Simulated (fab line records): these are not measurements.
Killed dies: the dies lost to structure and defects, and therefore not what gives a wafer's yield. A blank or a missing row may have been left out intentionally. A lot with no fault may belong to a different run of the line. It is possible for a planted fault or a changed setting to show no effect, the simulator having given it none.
fab line records | flow sky130
record: lots: 9 | wafers: 27 | last-day: 50
route steps=708 shown LDD_P@266 LDD_HVP@288 LDD_LDN@302 SPACER@305 PAD_OPEN@708
lots with no fault: from the same line, run without faults
start-h: the number of hours between the record's first day and the start of the first shown wafer of the lot | wait-h: hours from the lot's prior step to this one | " the same as in the row above | L1.1+2: one row covering several wafers at once | - no value, or no start given | * or withheld: withheld | < > ~ a bound
route shown NAME@n: a module of which the file shows steps, and the number in the route of the first | usual: mean/standard deviation of fault-free wafers | same: alike in all rows | chamber/n: place in a boat | sites: readings site by site | _std_site: how widely they spread, as a standard deviation | _edge_site: mean of outer sites minus mean of inner sites | radius-mm: how far each site lies from the wafer's centre | mask NAME#n: copy n | behind: the most recent tool/chamber to have shaped the wafer | hold: what put the lot on hold/how long, in hours/how the hold closed | device: whichever transistor did not switch (one of n, p or np) | end of line: tests run on the same wafers once the route is complete | for a step that has no rows: nothing shown but its recipe | killed: dies that structure and defects cost at the first sort, which is not the same as the wafer's yield | map: a wafer's dies, x killed, . not, _ none there
set.NAME: setting as actually run; set.NAME@STEP: the setting as run at that earlier step | model.NAME: the simulator's own value behind a step, which no gauge read
one table for each step of the route and one row for each wafer, over a sample of lots
== steps ==
step: SKY_LDD_P_TW_MEAS_11
usual: LDD_P_TW: 626/8.4
lot.wafer | tool          | chamber | start-h | wait-h | LDD_P_TW
L630.2    | film-metro-01 | -       | 473.90  | 0.1    | 621
L630.3    | "             | -       | "       | "      | 627
L630.5    | "             | -       | "       | "      | 623
L639.1    | film-metro-02 | -       | 548.68  | 0.1    | 615
L639.3    | "             | -       | "       | "      | 617
L639.5    | "             | -       | "       | "      | 616
L641.2    | film-metro-04 | -       | 573.20  | 0.1    | 634
L641.3    | "             | -       | "       | "      | 639
L641.4    | "             | -       | "       | "      | 636
L643.1    | film-metro-01 | -       | 581.36  | 0.1    | 620
L643.4    | "             | -       | "       | "      | 621
L643.5    | "             | -       | "       | "      | 620
L645.1    | film-metro-02 | -       | 596.96  | 0.1    | 619
L645.2    | "             | -       | "       | "      | 618
L645.4    | "             | -       | "       | "      | 620
L647.2    | film-metro-02 | -       | 608.07  | 0.1    | 618
L647.3    | "             | -       | "       | "      | 619
L647.5    | "             | -       | "       | "      | 617
L646.1    | film-metro-01 | -       | 609.38  | 0.1    | 620
L646.2    | "             | -       | "       | "      | 623
L646.6    | "             | -       | "       | "      | 620
L648.1    | film-metro-01 | -       | 624.33  | 0.1    | 622
L648.3    | "             | -       | "       | "      | 619
L648.5    | "             | -       | "       | "      | 622
L650.2    | film-metro-01 | -       | 627.92  | 0.1    | 623
L650.3    | "             | -       | "       | "      | 622
L650.4    | "             | -       | "       | "      | 620
step: SKY_LDD_HVP_TW_MEAS_10
usual: LDD_HVP_TW: 461/5.7
lot.wafer | tool          | chamber | start-h | wait-h | LDD_HVP_TW
L630.2    | film-metro-04 | -       | 536.22  | 0.1    | 463
L630.3    | "             | -       | "       | "      | 466
L630.5    | "             | -       | "       | "      | 464
L639.1    | film-metro-03 | -       | 608.96  | 0.1    | 463
L639.3    | "             | -       | "       | "      | 463
L639.5    | "             | -       | "       | "      | 462
L641.2    | film-metro-03 | -       | 633.52  | 0.1    | 464
L641.3    | "             | -       | "       | "      | 463
L641.4    | "             | -       | "       | "      | 460
L643.1    | film-metro-03 | -       | 641.34  | 0.1    | 466
L643.4    | "             | -       | "       | "      | 463
L643.5    | "             | -       | "       | "      | 465
L645.1    | film-metro-04 | -       | 656.66  | 0.1    | 463
L645.2    | "             | -       | "       | "      | 464
L645.4    | "             | -       | "       | "      | 466
L647.2    | film-metro-04 | -       | 665.52  | 0.1    | 464
L647.3    | "             | -       | "       | "      | 464
L647.5    | "             | -       | "       | "      | 462
L646.1    | film-metro-04 | -       | 668.44  | 0.1    | 461
L646.2    | "             | -       | "       | "      | 465
L646.6    | "             | -       | "       | "      | 462
L648.1    | film-metro-04 | -       | 681.38  | 0.1    | 464
L648.3    | "             | -       | "       | "      | 464
L648.5    | "             | -       | "       | "      | 464
L650.2    | film-metro-04 | -       | 685.55  | 0.1    | 464
L650.3    | "             | -       | "       | "      | 462
L650.4    | "             | -       | "       | "      | 463
step: SKY_LDD_LDN_TW_MEAS_13
usual: LDD_LDN_TW: 1471/20
lot.wafer | tool          | chamber | start-h | wait-h | LDD_LDN_TW
L630.2    | film-metro-03 | -       | 567.07  | 0.1    | 1494
L630.3    | "             | -       | "       | "      | 1495
L630.5    | "             | -       | "       | "      | 1495
L639.1    | film-metro-02 | -       | 639.13  | 0.1    | 1445
L639.3    | "             | -       | "       | "      | 1444
L639.5    | "             | -       | "       | "      | 1450
L641.2    | film-metro-01 | -       | 662.84  | 0.1    | 1463
L641.3    | "             | -       | "       | "      | 1460
L641.4    | "             | -       | "       | "      | 1453
L643.1    | film-metro-03 | -       | 670.73  | 0.1    | 1501
L643.4    | "             | -       | "       | "      | 1503
L643.5    | "             | -       | "       | "      | 1499
L645.1    | film-metro-01 | -       | 685.36  | 0.1    | 1471
L645.2    | "             | -       | "       | "      | 1470
L645.4    | "             | -       | "       | "      | 1469
L647.2    | film-metro-03 | -       | 694.32  | 0.1    | 1494
L647.3    | "             | -       | "       | "      | 1501
L647.5    | "             | -       | "       | "      | 1490
L646.1    | film-metro-01 | -       | 697.32  | 0.1    | 1458
L646.2    | "             | -       | "       | "      | 1461
L646.6    | "             | -       | "       | "      | 1459
L648.1    | film-metro-01 | -       | 710.74  | 0.1    | 1457
L648.3    | "             | -       | "       | "      | 1464
L648.5    | "             | -       | "       | "      | 1452
L650.2    | film-metro-03 | -       | 714.17  | 0.1    | 1498
L650.3    | "             | -       | "       | "      | 1493
L650.4    | "             | -       | "       | "      | 1500
step: SKY_SPACER_THK_MEAS_01
recipe: reads: Si3N4_of_SPACER_CVD_00
usual: SPACER_CVD_00_THK: 43.0/0.43
lot.wafer | tool          | chamber | start-h | wait-h | SPACER_CVD_00_THK[nm]
L630.2    | film-metro-01 | -       | 569.39  | 0.0    | 44.3
L630.3    | "             | -       | "       | "      | 44.6
L630.5    | "             | -       | "       | "      | 44.6
L639.1    | film-metro-02 | -       | 640.45  | 0.0    | 42.7
L639.3    | "             | -       | "       | "      | 42.6
L639.5    | "             | -       | "       | "      | 42.8
L641.2    | film-metro-04 | -       | 665.90  | 0.0    | 42.7
L641.3    | "             | -       | "       | "      | 42.7
L641.4    | "             | -       | "       | "      | 42.5
L643.1    | film-metro-04 | -       | 673.12  | 0.0    | 43.1
L643.4    | "             | -       | "       | "      | 43.8
L643.5    | "             | -       | "       | "      | 43.3
L645.1    | film-metro-04 | -       | 686.68  | 0.0    | 42.6
L645.2    | "             | -       | "       | "      | 42.7
L645.4    | "             | -       | "       | "      | 42.8
L647.2    | film-metro-04 | -       | 695.64  | 0.0    | 43.8
L647.3    | "             | -       | "       | "      | 43.8
L647.5    | "             | -       | "       | "      | 44.2
L646.1    | film-metro-04 | -       | 698.63  | 0.0    | 43.2
L646.2    | "             | -       | "       | "      | 43.2
L646.6    | "             | -       | "       | "      | 42.9
L648.1    | film-metro-04 | -       | 712.06  | 0.0    | 43.1
L648.3    | "             | -       | "       | "      | 43.1
L648.5    | "             | -       | "       | "      | 42.5
L650.2    | film-metro-04 | -       | 716.08  | 0.0    | 42.6
L650.3    | "             | -       | "       | "      | 42.5
L650.4    | "             | -       | "       | "      | 42.2
step: SKY_PAD_OPEN_PROBE_99
usual: killed_at_M0_to_M3: 43/7.5 | killed_at_M4_up: 3.2/1.9 | killed-at-contacts: 24/4.9 | killed-at-front-end: 15/4.3 | killed-at-other: 0.4/0.72 | killed-dies: 86/9.1 | killed-open: 47/6.5 | killed-short: 39/6.5
same: gross-dies: 492 | killed-at-back-side: 0
lot.wafer | tool      | chamber | start-h | wait-h | killed_at_M0_to_M3 | killed_at_M4_up | killed-at-contacts | killed-at-front-end | killed-at-other | killed-dies | killed-open | killed-short
L630.2    | prober-01 | -       | 1113.16 | 0.1    | 38                 | 4               | 30                 | 15                  | 0               | 87          | 48          | 39
L630.3    | prober-01 | -       | 1113.21 | 0.2    | 41                 | 3               | 27                 | 28                  | 0               | 99          | 52          | 47
L630.5    | prober-01 | -       | 1113.31 | 0.2    | 42                 | 4               | 18                 | 17                  | 0               | 81          | 47          | 33
L639.1    | prober-02 | -       | 1156.16 | 0.1    | 43                 | 4               | 26                 | 14                  | 0               | 87          | 51          | 36
L639.3    | prober-02 | -       | 1156.26 | 0.2    | 45                 | 5               | 24                 | 21                  | 0               | 95          | 47          | 48
L639.5    | prober-02 | -       | 1156.36 | 0.2    | 51                 | 1               | 31                 | 22                  | 1               | 106         | 55          | 51
L641.2    | prober-02 | -       | 1173.51 | 0.1    | 34                 | 1               | 21                 | 22                  | 1               | 79          | 46          | 33
L641.3    | prober-02 | -       | 1173.56 | 0.2    | 54                 | 2               | 21                 | 12                  | 2               | 91          | 50          | 41
L641.4    | prober-02 | -       | 1173.61 | 0.2    | 37                 | 0               | 27                 | 16                  | 2               | 82          | 40          | 42
L643.1    | prober-02 | -       | 1176.30 | 0.1    | 47                 | 1               | 30                 | 19                  | 0               | 97          | 50          | 47
L643.4    | prober-02 | -       | 1176.45 | 0.2    | 30                 | 1               | 25                 | 22                  | 0               | 78          | 39          | 39
L643.5    | prober-02 | -       | 1176.50 | 0.2    | 40                 | 0               | 20                 | 17                  | 0               | 77          | 42          | 35
L645.1    | prober-02 | -       | 1188.32 | 0.1    | 52                 | 2               | 24                 | 15                  | 0               | 93          | 47          | 46
L645.2    | prober-02 | -       | 1188.37 | 0.1    | 53                 | 4               | 23                 | 13                  | 1               | 94          | 44          | 50
L645.4    | prober-02 | -       | 1188.47 | 0.2    | 44                 | 2               | 25                 | 13                  | 0               | 84          | 41          | 43
L647.2    | prober-01 | -       | 1191.16 | 0.1    | 46                 | 4               | 19                 | 15                  | 0               | 84          | 53          | 31
L647.3    | prober-01 | -       | 1191.21 | 0.2    | 48                 | 2               | 22                 | 13                  | 0               | 85          | 46          | 39
L647.5    | prober-01 | -       | 1191.31 | 0.2    | 32                 | 1               | 17                 | 17                  | 0               | 67          | 31          | 36
L646.1    | prober-02 | -       | 1192.61 | 0.1    | 49                 | 5               | 21                 | 19                  | 1               | 95          | 52          | 43
L646.2    | prober-02 | -       | 1192.66 | 0.1    | 36                 | 3               | 29                 | 20                  | 0               | 88          | 47          | 41
L646.6    | prober-02 | -       | 1192.86 | 0.2    | 45                 | 5               | 25                 | 12                  | 0               | 87          | 44          | 43
L648.1    | prober-01 | -       | 1200.80 | 0.1    | 49                 | 5               | 26                 | 15                  | 0               | 95          | 56          | 38
L648.3    | prober-01 | -       | 1200.90 | 0.2    | 56                 | 2               | 27                 | 9                   | 0               | 94          | 57          | 37
L648.5    | prober-01 | -       | 1201.00 | 0.2    | 48                 | 7               | 20                 | 12                  | 0               | 87          | 40          | 47
L650.2    | prober-01 | -       | 1207.95 | 0.1    | 43                 | 1               | 26                 | 17                  | 2               | 89          | 44          | 45
L650.3    | prober-01 | -       | 1208.00 | 0.2    | 58                 | 2               | 25                 | 13                  | 0               | 98          | 56          | 42
L650.4    | prober-01 | -       | 1208.05 | 0.2    | 46                 | 1               | 33                 | 7                   | 0               | 87          | 49          | 37
killed by level:class
L630.2 LI_CONTACT:geometric-particle:open=9 CONTACT:geometric-particle:open=9 LOCAL_INTERCONNECT:geometric-particle:short=8 VIA2:geometric-particle:open=8 FIELD_ISO:geometric-particle:open=6 VIA1:geometric-particle:open=5 METAL2:geometric-particle:short=5 VIA3:geometric-particle:open=5
L630.3 METAL2:geometric-particle:short=11 CONTACT:geometric-particle:open=10 VIA1:geometric-particle:open=7 FIELD_ISO:geometric-particle:open=6 POLY_GATE:geometric-particle:open=6 VIA1:geometric-particle:short=5 LI_CONTACT:geometric-particle:open=5 VIA2:geometric-particle:open=5
L630.5 VIA1:geometric-particle:open=14 VIA2:geometric-particle:open=7 VIA3:geometric-particle:open=6 POLY_GATE:geometric-particle:short=5 CONTACT:geometric-particle:open=5 FIELD_ISO:geometric-particle:short=4 LI_CONTACT:geometric-particle:open=4 LOCAL_INTERCONNECT:geometric-particle:short=3
L639.1 CONTACT:geometric-particle:open=11 VIA2:geometric-particle:open=8 VIA1:geometric-particle:open=7 VIA3:geometric-particle:open=6 SPACER:geometric-particle:open=5 METAL1:geometric-particle:short=5 LI_CONTACT:geometric-particle:open=4 CONTACT:geometric-particle:short=4
L639.3 VIA3:geometric-particle:open=8 CONTACT:geometric-particle:open=7 METAL1:geometric-particle:short=7 VIA1:geometric-particle:open=7 FIELD_ISO:geometric-particle:short=6 VIA2:geometric-particle:open=6 LI_CONTACT:geometric-particle:open=5 CONTACT:geometric-particle:short=5
L639.5 CONTACT:geometric-particle:open=14 VIA1:geometric-particle:open=11 VIA3:geometric-particle:open=11 FIELD_ISO:geometric-particle:open=8 METAL1:geometric-particle:short=6 CONTACT:geometric-particle:short=6 VIA1:geometric-particle:short=6 FIELD_ISO:geometric-particle:short=5
L641.2 VIA1:geometric-particle:open=12 CONTACT:geometric-particle:open=7 FIELD_ISO:geometric-particle:open=6 METAL1:geometric-particle:short=5 VIA1:geometric-particle:short=5 VIA2:geometric-particle:open=5 POLY_GATE:geometric-particle:open=4 LOCAL_INTERCONNECT:geometric-particle:short=4
L641.3 VIA1:geometric-particle:open=11 CONTACT:geometric-particle:open=8 VIA2:geometric-particle:open=7 VIA1:geometric-particle:short=7 VIA3:geometric-particle:open=7 LOCAL_INTERCONNECT:geometric-particle:short=6 FIELD_ISO:geometric-particle:short=5 LI_CONTACT:geometric-particle:open=4
L641.4 VIA1:geometric-particle:open=9 LOCAL_INTERCONNECT:geometric-particle:short=8 FIELD_ISO:geometric-particle:open=7 VIA3:geometric-particle:open=7 CONTACT:geometric-particle:open=7 METAL1:geometric-particle:short=7 CONTACT:geometric-particle:short=5 LI_CONTACT:geometric-particle:open=4
L643.1 VIA1:geometric-particle:open=11 LI_CONTACT:geometric-particle:open=9 CONTACT:geometric-particle:open=9 METAL2:geometric-particle:short=8 FIELD_ISO:geometric-particle:short=5 LI_CONTACT:geometric-particle:short=5 VIA3:geometric-particle:open=5 VIA3:geometric-particle:short=5
L643.4 VIA1:geometric-particle:open=10 CONTACT:geometric-particle:open=9 FIELD_ISO:geometric-particle:short=8 CONTACT:geometric-particle:short=5 METAL2:geometric-particle:short=5 SPACER:geometric-particle:short=4 LI_CONTACT:geometric-particle:short=4 LI_CONTACT:geometric-particle:open=4
L643.5 VIA1:geometric-particle:open=12 CONTACT:geometric-particle:open=7 CONTACT:geometric-particle:short=6 FIELD_ISO:geometric-particle:short=5 METAL2:geometric-particle:short=5 VIA2:geometric-particle:open=5 LI_CONTACT:geometric-particle:open=4 VIA1:geometric-particle:short=4
L645.1 CONTACT:geometric-particle:open=10 VIA2:geometric-particle:open=9 VIA1:geometric-particle:open=8 VIA3:geometric-particle:short=8 VIA2:geometric-particle:short=7 VIA1:geometric-particle:short=6 LI_CONTACT:geometric-particle:open=5 POLY_GATE:geometric-particle:open=4
L645.2 METAL1:geometric-particle:short=14 CONTACT:geometric-particle:open=11 VIA1:geometric-particle:open=8 FIELD_ISO:geometric-particle:short=6 VIA2:geometric-particle:open=6 VIA3:geometric-particle:open=6 METAL2:geometric-particle:short=5 METAL3:geometric-particle:short=5
L645.4 VIA1:geometric-particle:open=10 LI_CONTACT:geometric-particle:open=9 VIA1:geometric-particle:short=7 CONTACT:geometric-particle:open=6 FIELD_ISO:geometric-particle:open=5 CONTACT:geometric-particle:short=5 METAL1:geometric-particle:short=4 METAL2:geometric-particle:short=4
L647.2 VIA1:geometric-particle:open=15 VIA3:geometric-particle:open=7 FIELD_ISO:geometric-particle:open=6 POLY_GATE:geometric-particle:open=5 CONTACT:geometric-particle:short=5 CONTACT:geometric-particle:open=5 VIA1:geometric-particle:short=5 METAL2:geometric-particle:short=5
L647.3 VIA1:geometric-particle:open=9 VIA2:geometric-particle:open=9 LI_CONTACT:geometric-particle:open=7 CONTACT:geometric-particle:open=7 VIA1:geometric-particle:short=7 LOCAL_INTERCONNECT:geometric-particle:short=5 METAL1:geometric-particle:short=5 METAL2:geometric-particle:short=5
L647.5 CONTACT:geometric-particle:open=7 VIA1:geometric-particle:short=7 FIELD_ISO:geometric-particle:short=5 LI_CONTACT:geometric-particle:open=5 METAL1:geometric-particle:short=5 VIA3:geometric-particle:open=5 FIELD_ISO:geometric-particle:open=4 VIA1:geometric-particle:open=4
L646.1 METAL1:geometric-particle:short=10 CONTACT:geometric-particle:open=9 VIA2:geometric-particle:open=9 VIA1:geometric-particle:open=8 VIA3:geometric-particle:open=8 FIELD_ISO:geometric-particle:short=6 FIELD_ISO:geometric-particle:open=5 METAL2:geometric-particle:short=4
L646.2 CONTACT:geometric-particle:open=11 VIA1:geometric-particle:open=7 FIELD_ISO:geometric-particle:short=6 METAL1:geometric-particle:short=6 FIELD_ISO:geometric-particle:open=5 LI_CONTACT:geometric-particle:short=5 LI_CONTACT:geometric-particle:open=5 LOCAL_INTERCONNECT:geometric-particle:short=5
L646.6 CONTACT:geometric-particle:open=8 VIA3:geometric-particle:open=8 CONTACT:geometric-particle:short=7 VIA2:geometric-particle:open=7 VIA3:geometric-particle:short=7 METAL2:geometric-particle:short=6 LI_CONTACT:geometric-particle:open=6 FIELD_ISO:geometric-particle:open=4
L648.1 CONTACT:geometric-particle:open=14 VIA3:geometric-particle:open=13 VIA1:geometric-particle:open=10 LI_CONTACT:geometric-particle:open=5 VIA2:geometric-particle:open=5 LOCAL_INTERCONNECT:geometric-particle:short=5 METAL4:geometric-particle:short=4 METAL3:geometric-particle:short=4
L648.3 VIA1:geometric-particle:open=15 CONTACT:geometric-particle:open=14 VIA3:geometric-particle:open=10 METAL2:geometric-particle:short=6 VIA2:geometric-particle:open=6 CONTACT:geometric-particle:short=5 LOCAL_INTERCONNECT:geometric-particle:short=4 METAL1:geometric-particle:short=4
L648.5 LI_CONTACT:geometric-particle:open=8 VIA2:geometric-particle:open=8 VIA3:geometric-particle:open=8 POLY_GATE:geometric-particle:short=7 METAL1:geometric-particle:short=7 VIA1:geometric-particle:open=7 METAL2:geometric-particle:short=7 CONTACT:geometric-particle:short=6
L650.2 FIELD_ISO:geometric-particle:short=10 CONTACT:geometric-particle:open=10 METAL1:geometric-particle:short=9 VIA1:geometric-particle:open=9 CONTACT:geometric-particle:short=8 METAL2:geometric-particle:short=6 LI_CONTACT:geometric-particle:open=5 VIA3:geometric-particle:open=4
L650.3 VIA1:geometric-particle:open=13 CONTACT:geometric-particle:open=13 METAL1:geometric-particle:short=10 VIA3:geometric-particle:open=9 VIA1:geometric-particle:short=7 FIELD_ISO:geometric-particle:short=5 LI_CONTACT:geometric-particle:open=5 LI_CONTACT:geometric-particle:short=4
L650.4 LI_CONTACT:geometric-particle:open=14 VIA1:geometric-particle:open=13 METAL2:geometric-particle:short=9 VIA2:geometric-particle:open=8 LOCAL_INTERCONNECT:geometric-particle:short=6 LI_CONTACT:geometric-particle:short=5 CONTACT:geometric-particle:open=5 METAL1:geometric-particle:short=4
== key ==
first-sign: step: SKY_SPACER_THK_MEAS_01 | reading: SPACER_CVD_00_THK | direction: up | sigmas: 3.5 | usual: 43.0 | struck: 44.5
effect none on later readings
met-at SKY_SPACER_THK_MEAS_01
struck-lots L630
tester-left-out L630
not-acting-at SKY_LDD_P_TW_MEAS_11,SKY_LDD_HVP_TW_MEAS_10,SKY_LDD_LDN_TW_MEAS_13
fault: kind: metrology-matching-offset | tool: film-metro-01 | chamber: - | onset-h: 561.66 | steps: SKY_SPACER_THK_MEAS_01 | param: thk-nm | offset: 0.97523
tester-left-out: of these lots the tester's yield and bins aren't shown, on N5 and GAA mostly nor the transistor test; their killed dies are dies lost to structure and defects alone, not to doping, threshold or leakage, so they don't give the yield
